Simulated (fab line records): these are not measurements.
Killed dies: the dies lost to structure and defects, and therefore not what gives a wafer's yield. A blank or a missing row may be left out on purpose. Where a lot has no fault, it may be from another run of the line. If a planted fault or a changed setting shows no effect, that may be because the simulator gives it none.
One fault seen from 2 desks ; flow sky130 ; numbers are kept per desk, each desk with only its own; the story behind them comes last

THE METROLOGY DESK
What the gauges read for every lot (on any tool): the sampled wafers with a number, averaged. If a lot's mean is further than 4 standard deviations from the usual mean, the lot is out of limits and carries the mark OUT (the distance appears in the brackets).
Columns: A = VIA1_W_RS at SKY_VIA1_RS_MEAS_22, usual 0.424 ohm/sq; B = METAL2_OVL at SKY_METAL2_OVL_MEAS_16, usual -5 nm
lot;first seen here;A;B
L753;day 34 16:57;0.429;-4
L754;day 35 09:44;0.424;-7
L756;day 36 05:48;0.421;-5
L755;day 36 07:07;0.423;-0
L757;day 36 12:25;0.427;-
L758;day 36 13:58;0.425;-
L766;day 38 15:21;0.419;-12
L767;day 39 05:33;0.417;-7
L769;day 39 17:22;0.423;-13
L770;day 40 00:49;0.421;-1
L772;day 40 12:06;0.426;-10
L771;day 40 13:41;0.425;-1
L773;day 40 23:15;0.421;-0
L774;day 41 04:27;0.424;3
This desk's finding: nothing out of limits on any of the 14 lots.

THE TOOL OWNER'S DESK: litho track-03
For each lot that ran on this tool, the mean over its sampled wafers that have a number, from the tool's own readings at SKY_METAL2_PEB_13. If a lot's mean is further than 4 standard deviations from the usual mean, the lot is out of limits and carries the mark OUT (the distance appears in the brackets).
Columns: A = exhaust pa at SKY_METAL2_PEB_13, usual 45.0 Pa
lot;first seen here;A
L753;day 35 19:00;44.6
L754;day 36 12:00;45.5
L766;day 39 16:00;44.8
L772;day 41 13:00;45.2
L771;day 41 15:00;44.7
L774;day 42 04:00;45.2
This desk's finding: nothing out of limits on any of the 6 lots.

TAKEN TOGETHER
Nothing out of limits was seen by the metrology desk.
The desk of the tool owner found nothing out of limits.

WHAT THE SIMULATOR HAD PUT IN
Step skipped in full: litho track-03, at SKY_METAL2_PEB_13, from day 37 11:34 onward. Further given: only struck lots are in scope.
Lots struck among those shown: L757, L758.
